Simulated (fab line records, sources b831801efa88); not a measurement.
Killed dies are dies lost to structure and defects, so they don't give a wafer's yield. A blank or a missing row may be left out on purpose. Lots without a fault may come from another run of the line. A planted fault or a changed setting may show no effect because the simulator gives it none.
fab line records | flow sky130
record lots=6 wafers=18 last_day=48
route steps=708 shown FIELD_ISO@1 PAD_OPEN@708
lots that met no fault: from a run of the same line without faults
start_h: hours from the record's first day to the start of the lot's first wafer shown | wait_h: hours since the lot's step before | " the same as in the row above | L1.1+2: a row that stands for several wafers | - no value, or no start given | * or withheld: withheld | < > ~ a bound
route shown NAME@n: a module of which the file shows steps, and the number in the route of the first | usual: mean/standard deviation of fault-free wafers | same: alike in all rows | chamber/n: place in a boat | sites: the reading at each site | _std_site: their standard deviation | _edge_site: outer sites' mean less inner sites' | radius_mm: how far each site lies from the wafer's centre | mask NAME#n: copy n | behind: the tool/chamber that last shaped the wafer | hold: why the lot was held/for how many hours/how that ended | device: the transistor (n, p or np) that didn't switch | end of line: the same wafers' tests at the end of the route | a step without rows: its recipe alone | killed: dies lost to structure and defects at the first sort, not the wafer's yield | map: a wafer's dies, x killed, . not, _ none there
set.NAME: the setting as run; set.NAME@STEP: as run at that earlier step | model.NAME: the simulator's own value behind a step, which no gauge read
lots at some steps of the route; a table a step, a row a wafer
services: from which hour (start_h, from the record's first day; less than 0 if before it) a tool's chamber was out of use, for how many hours, and why
## steps
# step SKY_FIELD_ISO_BOW_MEAS_00
# recipe mode=bow
# usual INCOMING_BOW=1/6.5
# columns lot.wafer tool chamber start_h wait_h INCOMING_BOW[um]
L282.3 film_metro-03 - 40.04 - -1
L282.5 " - " " 7
L282.6 " - " " -2
L283.1 film_metro-02 - 45.00 - 1
L283.2 " - " " 2
L283.6 " - " " 0
L287.2 film_metro-03 - 65.02 - 3
L287.3 " - " " 3
L287.4 " - " " 7
L288.1 film_metro-02 - 70.00 - 1
L288.5 " - " " -4
L288.6 " - " " 1
L289.4 film_metro-01 - 75.06 - -6
L289.5 " - " " -15
L289.6 " - " " 0
L291.2 film_metro-02 - 85.02 - -9
L291.4 " - " " 2
L291.5 " - " " 5
# step SKY_FIELD_ISO_OXIDATION_01
# recipe temp_c=900 ambient=O2 stabilise_s=600 purge_s=300 target_thk_a=120 ox_time_s=1775
# usual tube_center_temp_C=899.99/0.083
# same purge_s=300 stabilise_s=600
# columns lot.wafer tool chamber start_h wait_h tube_center_temp_C
L282.3 furnace-01 0 40.12 0.1 900.14
L282.5 " 0 " " 899.98
L282.6 " 0 " " 899.96
L283.1 furnace-01 0 45.12 0.1 899.99
L283.2 " 0 " " 899.92
L283.6 " 0 " " 899.84
L287.2 furnace-01 0 65.12 0.1 899.97
L287.3 " 0 " " 900.07
L287.4 " 0 " " 900.15
L288.1 furnace-01 0 70.56 0.5 899.97
L288.5 " 0 " " 900.03
L288.6 " 0 " " 899.96
L289.4 furnace-01 0 75.17 0.1 899.91
L289.5 " 0 " " 900.06
L289.6 " 0 " " 899.85
L291.2 furnace-02 0 86.41 1.4 900.07
L291.4 " 0 " " 900.03
L291.5 " 0 " " 900.04
# step SKY_FIELD_ISO_THK_MEAS_02
# recipe reads=SiO2_of_FIELD_ISO_OXIDATION_01
# usual FIELD_ISO_OXIDATION_00_THK=11.82/0.29
# columns lot.wafer tool chamber start_h wait_h FIELD_ISO_OXIDATION_00_THK[nm]
L282.3 film_metro-02 - 41.65 0.0 11.98
L282.5 " - " " 12.08
L282.6 " - " " 12.39
L283.1 film_metro-01 - 46.63 0.0 11.99
L283.2 " - " " 12.06
L283.6 " - " " 12.47
L287.2 film_metro-02 - 66.64 0.0 11.55
L287.3 " - " " 11.47
L287.4 " - " " 11.54
L288.1 film_metro-02 - 72.07 0.0 11.93
L288.5 " - " " 11.78
L288.6 " - " " 12.22
L289.4 film_metro-02 - 76.71 0.0 11.93
L289.5 " - " " 11.96
L289.6 " - " " 11.92
L291.2 film_metro-03 - 87.93 0.0 11.94
L291.4 " - " " 11.69
L291.5 " - " " 11.67
# step SKY_FIELD_ISO_CVD_03
# recipe material=Si3N4 precursor=DCS/NH3 target_thk_nm=165 temp_c=770 time_s=2830 pressure_mtorr=250
# step SKY_FIELD_ISO_THK_MEAS_04
# recipe reads=Si3N4_of_FIELD_ISO_CVD_03
# usual FIELD_ISO_CVD_03_THK=164.4/1.4
# columns lot.wafer tool chamber start_h wait_h FIELD_ISO_CVD_03_THK[nm]
L282.3 film_metro-02 - 47.36 0.0 166.5
L282.5 " - " " 165.5
L282.6 " - " " 166.9
L283.1 film_metro-02 - 49.12 0.0 163.8
L283.2 " - " " 163.9
L283.6 " - " " 163.8
L287.2 film_metro-02 - 68.49 0.0 165.1
L287.3 " - " " 165.1
L287.4 " - " " 164.2
L288.1 film_metro-01 - 73.92 0.0 165.3
L288.5 " - " " 163.8
L288.6 " - " " 164.3
L289.4 film_metro-01 - 79.45 0.0 166.1
L289.5 " - " " 165.9
L289.6 " - " " 167.0
L291.2 film_metro-02 - 89.78 0.0 165.3
L291.4 " - " " 163.0
L291.5 " - " " 162.9
# step SKY_FIELD_ISO_DEHYDRATE_05
# recipe temp_c=200 time_s=60
# step SKY_FIELD_ISO_HMDS_06
# recipe prime_time_s=60 prime_temp_c=120
# step SKY_FIELD_ISO_COAT_07
# recipe resist=BARC temp_c=withheld time_s=withheld spin_rpm=3000 resist_thk_nm=60.5
# step SKY_FIELD_ISO_COAT_08
# recipe resist=KrF-thick spin_rpm=3000 resist_thk_nm=450
# step SKY_FIELD_ISO_SOFTBAKE_09
# recipe temp_c=100 time_s=90 resist=KrF-thick
# step SKY_FIELD_ISO_EXPOSE_10
# recipe mask_id=FOM na=0.68 source_shape=annular sigma_inner=0.4 sigma_outer=0.8 target_cd_nm=150 dose_mj=28
# step SKY_FIELD_ISO_PEB_11
# recipe peb_temp_c=withheld peb_time_s=withheld resist=KrF-thick
# step SKY_FIELD_ISO_DEVELOP_12
# recipe develop_time_s=60 resist=KrF-thick dev_temp_c=21
# step SKY_FIELD_ISO_CD_MEAS_13
# recipe target_cd_nm=150
# usual cd_nm=150.2/1.6
# columns lot.wafer tool chamber start_h wait_h cd_nm
L282.3 cd_sem-01 - 62.71 - 150.8
L282.5 " - " " 150.8
L282.6 " - " " 149.8
L283.1 cd_sem-02 - 64.99 - 151.1
L283.2 " - " " 153.1
L283.6 " - " " 150.1
L287.2 cd_sem-01 - 85.56 - 149.8
L287.3 " - " " 150.1
L287.4 " - " " 149.1
L288.1 cd_sem-01 - 90.84 - 146.9
L288.5 " - " " 146.1
L288.6 " - " " 146.9
L289.4 cd_sem-02 - 96.23 - 149.5
L289.5 " - " " 148.0
L289.6 " - " " 148.7
L291.2 cd_sem-02 - 107.21 - 148.2
L291.4 " - " " 149.8
L291.5 " - " " 148.1
# step SKY_FIELD_ISO_ETCH_14
# recipe chemistry=N2/H2 target=BARC ion_energy_ev=200 source_w=500 bias_w=100 pressure_mtorr=30 n2_flow_sccm=100 h2_flow_sccm=200 stop_on=SiO2 time_s=45.9 target_depth_a=600
# usual drypump_motor_current_A=5.75/0.24 oes_product_au=0.859/0.0045 throttle_valve_pct=13.225/0.0096
# columns lot.wafer tool chamber start_h wait_h drypump_motor_current_A oes_product_au rf_hours_counter_h throttle_valve_pct
L282.3 rie_diel-02 1 62.79 0.1 5.91 0.861 122 13.219
L282.5 " 1 " " 5.90 0.860 - 13.222
L282.6 " 2 " " 5.56 0.851 - 13.204
L283.1 rie_diel-03 3 65.11 0.1 5.90 0.865 134 13.218
L283.2 " 2 " " 5.43 0.865 4 13.226
L283.6 " 0 " " 5.62 0.857 - 13.223
L287.2 rie_diel-03 3 85.66 0.1 5.93 0.857 134 13.209
L287.3 " 0 " " 5.63 0.853 107 13.209
L287.4 " 2 " " 5.44 0.855 4 13.213
L288.1 rie_diel-03 2 90.96 0.1 5.41 0.863 4 13.223
L288.5 " 3 " " 5.93 0.861 - 13.233
L288.6 " 0 " " 5.62 0.870 - 13.214
L289.4 rie_diel-02 2 96.32 0.1 5.57 0.860 - 13.231
L289.5 " 0 " " 5.58 0.851 - 13.221
L289.6 " 1 " " 5.87 0.854 - 13.232
L291.2 rie_diel-03 2 107.31 0.1 5.42 0.863 5 13.240
L291.4 " 0 " " 5.62 0.853 107 13.247
L291.5 " 0 " " 5.62 0.862 - 13.223
# step SKY_FIELD_ISO_ETCH_15
# recipe chemistry=CHF3/O2 target_depth_nm=180 stop_on=Si source_w=600 bias_w=200 pressure_mtorr=40 chf3_flow_sccm=50 O2_flow_sccm=5 time_s=72
# usual chf3_flow_sccm=49.99/0.15 drypump_motor_current_A=5.74/0.24 oes_product_au=0.944/0.0066 throttle_valve_pct=8.843/0.0096
# columns lot.wafer tool chamber start_h wait_h chf3_flow_sccm drypump_motor_current_A oes_product_au rf_hours_counter_h throttle_valve_pct
L282.3 rie_diel-02 1 62.84 0.0 49.89 5.82 0.950 122 8.857
L282.5 " 1 " " 50.01 5.81 0.954 - 8.834
L282.6 " 2 " " 50.03 5.55 0.945 - 8.842
L283.1 rie_diel-03 3 65.15 0.0 50.03 5.90 0.946 134 8.859
L283.2 " 2 " " 50.01 5.42 0.941 4 8.850
L283.6 " 0 " " 50.07 5.64 0.937 - 8.832
L287.2 rie_diel-03 3 85.70 0.0 50.06 5.94 0.947 134 8.842
L287.3 " 0 " " 49.70 5.62 0.952 107 8.825
L287.4 " 2 " " 50.13 5.41 0.949 4 8.835
L288.1 rie_diel-03 2 91.00 0.0 49.92 5.42 0.945 4 8.860
L288.5 " 3 " " 50.20 5.91 0.939 - 8.842
L288.6 " 0 " " 50.15 5.62 0.951 - 8.844
L289.4 rie_diel-02 2 96.37 0.0 50.04 5.51 0.948 - 8.844
L289.5 " 0 " " 50.35 5.57 0.948 - 8.836
L289.6 " 1 " " 50.00 5.87 0.948 - 8.853
L291.2 rie_diel-03 2 107.35 0.0 50.02 5.42 0.952 5 8.862
L291.4 " 0 " " 49.89 5.61 0.937 107 8.852
L291.5 " 0 " " 49.94 5.62 0.944 - 8.843
# step SKY_FIELD_ISO_STRIP_16
# recipe chemistry=O2/N2 power_w=1400 pressure_mtorr=1500 platen_temp_c=withheld o2_flow_sccm=3000 n2_flow_sccm=300 overash_fraction=0.5
# usual drypump_motor_current_A=5.6/0.32 oes_product_au=0.379/0.005 strip_time_to_endpoint_s=3.57/0.031
# columns lot.wafer tool chamber start_h wait_h drypump_motor_current_A oes_product_au rf_hours_counter_h strip_time_to_endpoint_s
L282.3 plasma_asher-04 1 62.93 0.1 5.3 0.380 - 3.61
L282.5 " 1 " " 5.3 0.381 - 3.59
L282.6 " 0 " " 5.5 0.378 - 3.60
L283.1 plasma_asher-04 0 65.20 0.0 5.6 0.379 39 3.58
L283.2 " 1 " " 5.3 0.380 39 3.55
L283.6 " 0 " " 5.5 0.378 - 3.56
L287.2 plasma_asher-03 0 85.75 0.0 5.8 0.377 27 3.54
L287.3 " 0 " " 5.9 0.371 - 3.54
L287.4 " 1 " " 5.8 0.379 - 3.54
L288.1 plasma_asher-03 1 91.06 0.0 5.8 0.381 27 3.57
L288.5 " 0 " " 5.9 0.378 - 3.58
L288.6 " 1 " " 5.8 0.381 - 3.58
L289.4 plasma_asher-01 0 96.43 0.0 5.6 0.383 - 3.65
L289.5 " 0 " " 5.6 0.380 - 3.56
L289.6 " 1 " " 4.9 0.387 - 3.60
L291.2 plasma_asher-03 1 107.41 0.0 5.7 0.377 29 3.55
L291.4 " 1 " " 5.7 0.386 - 3.57
L291.5 " 0 " " 5.8 0.382 - 3.58
# step SKY_FIELD_ISO_ETCH_17
# recipe target_depth_a=3420 mask_material=Si3N4 chemistry=HBr/Cl2/O2 target=Si taper_deg=5 icp_w=600 bias_w=150 pressure_mtorr=15 HBr_flow_sccm=150 Cl2_flow_sccm=40 O2_flow_sccm=6 time_s=97.7
# usual drypump_motor_current_A=6.1/0.32 oes_product_au=1.000/0.012 throttle_valve_pct=25.656/0.012
# columns lot.wafer tool chamber start_h wait_h drypump_motor_current_A oes_product_au rf_hours_counter_h throttle_valve_pct
L282.3 rie_si-01 0 62.99 0.0 6.3 1.000 63 25.655
L282.5 " 1 " " 6.4 0.984 - 25.651
L282.6 " 2 " " 5.8 1.019 - 25.640
L283.1 rie_si-02 1 65.30 0.1 5.7 0.999 148 25.676
L283.2 " 3 " " 6.0 1.015 21 25.649
L283.6 " 2 " " 6.3 0.993 - 25.648
L287.2 rie_si-01 1 85.85 0.1 6.4 0.986 45 25.653
L287.3 " 0 " " 6.4 0.999 63 25.657
L287.4 " 2 " " 5.8 1.017 37 25.634
L288.1 rie_si-02 2 91.16 0.1 6.3 0.995 40 25.643
L288.5 " 2 " " 6.3 0.998 - 25.655
L288.6 " 3 " " 6.0 1.018 - 25.636
L289.4 rie_si-01 1 96.49 0.0 6.4 1.007 45 25.687
L289.5 " 3 " " 6.2 1.011 - 25.654
L289.6 " 2 " " 5.8 1.038 - 25.635
L291.2 rie_si-01 1 107.51 0.1 6.4 0.988 45 25.658
L291.4 " 0 " " 6.3 1.000 63 25.663
L291.5 " 1 " " 6.4 0.987 - 25.663
# step SKY_FIELD_ISO_WET_ETCH_18
# recipe chemistry=H3PO4 target_depth_nm=25 temp_c=160 target=Si3N4 time_s=286
# step SKY_FIELD_ISO_CLEAN_19
# recipe chemistry=SC1/SC2 mix=1:4:20 temp_c=70 time_s=150
# step SKY_FIELD_ISO_CLEAN_20
# recipe chemistry=dHF time_s=20 dilution=100:1
# step SKY_FIELD_ISO_WET_ETCH_21
# recipe chemistry=dHF dilution=100:1 target_depth_nm=20 dry=ipa_marangoni target=SiO2 temp_c=25 time_s=400
# step SKY_FIELD_ISO_OXIDATION_22
# recipe temp_c=950 ambient=O2 stabilise_s=600 purge_s=300 target_thk_a=100 ox_time_s=623
# step SKY_FIELD_ISO_THK_MEAS_23
# recipe reads=SiO2_of_FIELD_ISO_OXIDATION_22
# usual FIELD_ISO_OXIDATION_01_THK=10.09/0.19
# columns lot.wafer tool chamber start_h wait_h FIELD_ISO_OXIDATION_01_THK[nm]
L282.3 film_metro-03 - 64.53 0.0 9.96
L282.5 " - " " 10.14
L282.6 " - " " 10.05
L283.1 film_metro-02 - 67.37 0.0 9.78
L283.2 " - " " 9.70
L283.6 " - " " 9.89
L287.2 film_metro-01 - 88.75 0.0 10.35
L287.3 " - " " 10.33
L287.4 " - " " 10.38
L288.1 film_metro-02 - 92.67 0.0 10.17
L288.5 " - " " 10.31
L288.6 " - " " 10.23
L289.4 film_metro-01 - 98.64 0.0 10.00
L289.5 " - " " 10.04
L289.6 " - " " 10.08
L291.2 film_metro-01 - 109.69 0.0 10.24
L291.4 " - " " 10.31
L291.5 " - " " 10.28
# step SKY_FIELD_ISO_CVD_24
# recipe material=SiO2 target_thk_nm=595 temp_c=650 sigma_open_frac=0.3 time_s=99.2 sih4_flow_sccm=60 pressure_mtorr=6
# step SKY_FIELD_ISO_THK_MEAS_25
# recipe reads=SiO2_of_FIELD_ISO_CVD_24
# usual FIELD_ISO_CVD_24_THK=594/5.6
# columns lot.wafer tool chamber start_h wait_h FIELD_ISO_CVD_24_THK[nm]
L282.3 film_metro-02 - 64.66 0.1 604
L282.5 " - " " 605
L282.6 " - " " 602
L283.1 film_metro-03 - 67.51 0.0 598
L283.2 " - " " 601
L283.6 " - " " 598
L287.2 film_metro-03 - 88.88 0.0 590
L287.3 " - " " 588
L287.4 " - " " 593
L288.1 film_metro-01 - 92.80 0.0 596
L288.5 " - " " 590
L288.6 " - " " 596
L289.4 film_metro-02 - 98.77 0.0 604
L289.5 " - " " 605
L289.6 " - " " 595
L291.2 film_metro-01 - 109.82 0.0 605
L291.4 " - " " 600
L291.5 " - " " 598
# step SKY_FIELD_ISO_ANNEAL_26
# recipe temp_c=1000 time_s=1800 ambient=N2
# step SKY_FIELD_ISO_CMP_27
# recipe stop_on=Si3N4 t_overpolish_s=16 down_force_psi=4 platen_rpm=60 target_thk_nm=457.8 pad_velocity_m_s=0.94248
# usual head_pressure_psi=3.999/0.0092 motor_current_A=12.7/1 overpolish_run_s=16.000/0.0098 slurry_filter_dp_kPa=13.51/0.13 time_to_endpoint_s=112/5
# same t_overpolish_s=16
# columns lot.wafer tool chamber start_h wait_h head_pressure_psi motor_current_A overpolish_run_s slurry_filter_dp_kPa time_to_endpoint_s
L282.3 cmp-02 0 66.35 0.1 3.987 12.1 15.992 13.57 110
L282.5 " 1 " " 4.002 12.0 15.991 13.44 117
L282.6 " 2 " " 4.006 14.6 16.018 13.46 111
L283.1 cmp-02 3 69.07 0.0 4.013 12.8 15.996 13.45 112
L283.2 " 1 " " 3.998 12.7 15.995 13.74 116
L283.6 " 0 " " 3.997 12.8 16.010 13.72 109
L287.4 cmp-01 1 90.77 0.0 4.005 12.4 15.992 13.26 119
L287.3 " 2 " " 4.002 11.3 16.006 13.55 114
L287.2 " 0 " " 3.988 12.4 15.995 13.36 116
L288.1 cmp-01 3 94.46 0.1 4.005 11.3 16.005 13.47 114
L288.5 " 1 " " 4.002 12.1 16.008 13.36 111
L288.6 " 2 " " 3.998 11.4 15.995 13.43 113
L289.4 cmp-01 0 100.45 0.1 4.005 12.5 16.006 13.61 113
L289.6 " 1 " " 3.982 12.6 16.024 13.53 108
L289.5 " 2 " " 4.010 11.2 15.998 13.36 112
L291.4 cmp-02 2 112.66 0.1 4.005 14.8 15.988 13.39 108
L291.2 " 3 " " 4.002 13.2 16.009 13.46 115
L291.5 " 1 " " 4.011 12.2 16.009 13.37 121
# step SKY_FIELD_ISO_WET_ETCH_28
# recipe chemistry=dHF target_depth_nm=23.7 target=SiO2 dilution=10:1 temp_c=25 time_s=47
# step SKY_FIELD_ISO_WET_ETCH_29
# recipe chemistry=H3PO4 target_depth_nm=160 target=Si3N4 temp_c=160 time_s=1825
# step SKY_FIELD_ISO_WET_ETCH_30
# recipe chemistry=dHF target_depth_nm=25 target=SiO2 dilution=10:1 temp_c=25 time_s=50
# step SKY_PAD_OPEN_PROBE_99
# usual killed_at_M0_to_M3=43/6.2 killed_at_M4_up=2.8/1.7 killed_at_contacts=24/4.8 killed_at_front_end=15/4.3 killed_at_other=0.3/0.55 killed_dies=85/8.4 killed_on_rim=17/3.8 killed_open=46/6.7 killed_short=38/6.2
# same gross_dies=492 killed_at_back_side=0
# columns lot.wafer tool chamber start_h wait_h killed_at_M0_to_M3 killed_at_M4_up killed_at_contacts killed_at_front_end killed_at_other killed_dies killed_on_rim killed_open killed_short
L283.1 prober-02 - 1113.63 0.1 46 3 17 14 0 80 21 49 31
L283.2 prober-02 - 1113.68 0.1 39 2 24 12 1 78 18 50 27
L283.6 prober-02 - 1113.88 0.2 42 4 20 7 0 73 14 37 35
L287.2 prober-02 - 1141.01 0.1 38 3 28 12 1 82 14 43 39
L287.3 prober-02 - 1141.06 0.2 45 1 25 18 0 89 20 55 34
L287.4 prober-02 - 1141.11 0.2 41 2 26 20 0 89 24 51 38
L289.4 prober-01 - 1145.43 0.2 34 4 19 108 0 165 36 45 34
L289.5 prober-01 - 1145.48 0.2 46 3 23 89 0 161 25 51 33
L289.6 prober-01 - 1145.53 0.2 41 4 19 110 0 174 37 43 29
L288.1 prober-02 - 1146.06 0.1 39 0 23 85 1 148 30 39 38
L288.5 prober-02 - 1146.26 0.2 41 1 20 102 0 164 31 33 35
L288.6 prober-02 - 1146.31 0.2 42 3 24 101 1 171 41 47 33
L291.2 prober-02 - 1156.50 0.1 50 1 28 16 1 96 22 54 42
L291.4 prober-02 - 1156.60 0.2 37 5 18 14 0 74 10 42 30
L291.5 prober-02 - 1156.65 0.2 35 2 20 16 0 73 12 43 30
# killed by level:class
L283.1 VIA1:geometric_particle:open=18 VIA2:geometric_particle:open=8 METAL1:geometric_particle:short=7 LI_CONTACT:geometric_particle:open=5 CONTACT:geometric_particle:open=5 POLY_GATE:geometric_particle:open=4 POLY_GATE:geometric_particle:short=4 METAL2:geometric_particle:short=4
L283.2 VIA1:geometric_particle:open=12 LOCAL_INTERCONNECT:geometric_particle:short=7 VIA3:geometric_particle:open=7 CONTACT:geometric_particle:open=6 VIA2:geometric_particle:open=6 POLY_GATE:geometric_particle:open=4 CONTACT:geometric_particle:short=4 METAL2:geometric_particle:short=4
L283.6 CONTACT:geometric_particle:open=10 VIA1:geometric_particle:open=9 VIA1:geometric_particle:short=6 VIA3:geometric_particle:open=6 METAL1:geometric_particle:short=5 LI_CONTACT:geometric_particle:open=4 VIA3:geometric_particle:short=4 METAL2:geometric_particle:short=3
L287.2 CONTACT:geometric_particle:open=12 VIA1:geometric_particle:open=12 LOCAL_INTERCONNECT:geometric_particle:short=6 CONTACT:geometric_particle:short=6 FIELD_ISO:geometric_particle:short=5 METAL2:geometric_particle:short=5 VIA2:geometric_particle:open=5 METAL1:geometric_particle:short=4
L287.3 VIA1:geometric_particle:open=12 VIA3:geometric_particle:open=9 LI_CONTACT:geometric_particle:open=8 CONTACT:geometric_particle:open=8 VIA2:geometric_particle:open=6 METAL1:geometric_particle:short=5 FIELD_ISO:geometric_particle:short=4 SPACER:geometric_particle:open=4
L287.4 VIA1:geometric_particle:open=13 LI_CONTACT:geometric_particle:open=9 CONTACT:geometric_particle:open=8 POLY_GATE:geometric_particle:short=7 METAL1:geometric_particle:short=6 FIELD_ISO:geometric_particle:open=5 CONTACT:geometric_particle:short=5 VIA2:geometric_particle:open=4
L289.4 FIELD_ISO:unspecified=86 FIELD_ISO:geometric_particle:open=7 VIA2:geometric_particle:open=7 FIELD_ISO:geometric_particle:short=6 VIA1:geometric_particle:open=6 CONTACT:geometric_particle:open=6 LI_CONTACT:geometric_particle:open=4 CONTACT:geometric_particle:short=4
L289.5 FIELD_ISO:unspecified=76 CONTACT:geometric_particle:open=9 LI_CONTACT:geometric_particle:open=9 VIA3:geometric_particle:open=9 VIA1:geometric_particle:open=8 VIA2:geometric_particle:open=6 METAL1:geometric_particle:short=5 METAL2:geometric_particle:short=5
L289.6 FIELD_ISO:unspecified=101 VIA1:geometric_particle:open=17 LI_CONTACT:geometric_particle:open=6 VIA3:geometric_particle:open=6 CONTACT:geometric_particle:open=5 FIELD_ISO:geometric_particle:short=4 METAL1:geometric_particle:short=4 LOCAL_INTERCONNECT:geometric_particle:short=3
L288.1 FIELD_ISO:unspecified=71 VIA1:geometric_particle:open=8 LI_CONTACT:geometric_particle:open=7 METAL2:geometric_particle:short=7 CONTACT:geometric_particle:short=5 LI_CONTACT:geometric_particle:short=4 METAL1:geometric_particle:short=4 VIA2:geometric_particle:open=4
L288.5 FIELD_ISO:unspecified=96 METAL1:geometric_particle:short=10 VIA1:geometric_particle:open=8 CONTACT:geometric_particle:short=6 CONTACT:geometric_particle:open=6 VIA1:geometric_particle:short=6 VIA3:geometric_particle:open=6 METAL2:geometric_particle:short=5
L288.6 FIELD_ISO:unspecified=90 LI_CONTACT:geometric_particle:open=10 VIA2:geometric_particle:open=9 VIA1:geometric_particle:open=8 CONTACT:geometric_particle:open=6 VIA3:geometric_particle:open=6 METAL1:geometric_particle:short=6 LOCAL_INTERCONNECT:geometric_particle:short=5
L291.2 VIA1:geometric_particle:open=10 METAL2:geometric_particle:short=10 LI_CONTACT:geometric_particle:open=9 CONTACT:geometric_particle:open=8 VIA2:geometric_particle:open=6 VIA3:geometric_particle:open=6 CONTACT:geometric_particle:short=5 VIA1:geometric_particle:short=5
L291.4 VIA1:geometric_particle:open=11 CONTACT:geometric_particle:open=10 VIA3:geometric_particle:open=8 VIA1:geometric_particle:short=6 METAL2:geometric_particle:short=6 FIELD_ISO:geometric_particle:open=4 FIELD_ISO:geometric_particle:short=4 LI_CONTACT:geometric_particle:short=3
L291.5 CONTACT:geometric_particle:open=11 VIA1:geometric_particle:open=9 FIELD_ISO:geometric_particle:open=7 VIA1:geometric_particle:short=7 VIA2:geometric_particle:open=5 METAL1:geometric_particle:short=5 LI_CONTACT:geometric_particle:open=4 FIELD_ISO:geometric_particle:short=3
# map L288.6 (x killed, . not)
__________.xx.xxx..x_________
________....xx..x....._______
______x..xx..xx.....xxxx_____
_____xxxx...xx......x....____
____x....xx...x......x.x..___
___x.x.xxx..x.........x.xxx__
__xxxx...x....xx.xx..x....xx_
_..x..x....xx..x..x..x.x....x
_.......x.x....x............x
_......xx..x.x.xxx.x........x
_...x..xxx....xx..x...x.....x
_xx.x.....x......x...x..xx.xx
_.xx..x..x....x.xx...x.xx....
_....x.x..xxx........x..x....
_..x.x.x..xx............x.xx.
__.x.x.xx.x..x..x.xxx......x_
___x..xx.x....xxx...x....x.__
____....x...x....x..xxx.x.___
_____x.xxxx..x.x..x.....x____
______xxxx.x..x...x.x..._____
________x...xx.xx...x._______
__________.....x..x._________
# map L289.6 (x killed, . not)
__________x.xx....xx_________
________x......x..xx.x_______
______.....xx...x..xxxx._____
_____....x.xxx..xx.x...x.____
____.xx.....xx.xx.........___
___.x.x....x..xxxx.x.x.....__
__x..x.xx..x.....x.x.x.x..x._
_xx....x.xx.x.......x.xx.x.x.
_........xxx......x..x......x
_..........x..x....xxxx...x..
_..x...x..xx..x..xx.........x
_xx..xx...x..x...xx...xx..xx.
_x...x....x......xxx...x.x.x.
_.xx....x.....xxxx.xx.x.....x
_x.x..xx.xxxx....x.xx.x.xxx..
__xx.....xxxx...x..x..x..xx._
___..x.xx.x....x....x...x..__
____xx..x...x...x.xx.x.xx.___
_____.......x...x..x.....____
______.xx.....xx.x....x._____
________.x..xxx...x.x._______
__________..x......x_________
## services
# columns tool chamber start_h hours kind
rie_diel-02 2 18.07 1.3 repair
rie_si-01 0 18.23 8.7 repair
cmp-01 - 18.23 8.4 pm
rie_diel-03 - 21.32 2.8 pm
cmp-01 - 37.78 15.3 pm
plasma_asher-04 - 39.77 4.0 pm
rie_si-02 1 45.09 13.2 repair
rie_si-02 0 59.51 - clean
rie_si-02 0 59.51 14.3 scheduled_down
rie_si-02 0 59.51 14.3 vent_cycle
cmp-01 - 64.00 4.0 pm
cmp-01 - 64.25 1.9 repair
cmp-02 - 66.73 1.3 repair
cmp-01 - 67.54 1.6 repair
cmp-01 - 68.00 - consumable_replace:conditioner
cmp-01 - 68.00 - consumable_replace:pad
furnace-02 - 78.51 3.8 pm
rie_diel-02 3 87.36 10.2 repair
rie_si-02 1 88.79 - clean
rie_si-02 1 88.79 32.8 scheduled_down
cmp-02 - 102.45 2.2 repair
rie_diel-02 2 108.10 15.7 repair
furnace-02 - 110.26 24.4 repair
rie_diel-03 2 110.36 37.4 repair
## key
first_sign step=SKY_PAD_OPEN_PROBE_99 reading=killed_at_front_end direction=up sigmas=20 usual=15 struck=99
effect step=SKY_PAD_OPEN_PROBE_99 reading=killed_dies direction=up sigmas=9.4 usual=85 struck=164
met_at SKY_FIELD_ISO_OXIDATION_01
struck_wafers L288.1,L288.5,L288.6,L289.4,L289.5,L289.6
tester_left_out L288,L289
onset_between 65.12 70.56
also_fits SKY_FIELD_ISO_CMP_27:cmp-01
fault kind=chamber_particle_source tool=furnace-01 chamber=- onset_h=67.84 steps=SKY_FIELD_ISO_OXIDATION_01 rate_per_visit_cm2=0.39059 end_h=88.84
# tester_left_out: of these lots the tester's yield and bins aren't shown, on N5 and GAA mostly nor the transistor test; their killed dies are dies lost to structure and defects alone, not to doping, threshold or leakage, so they don't give the yield
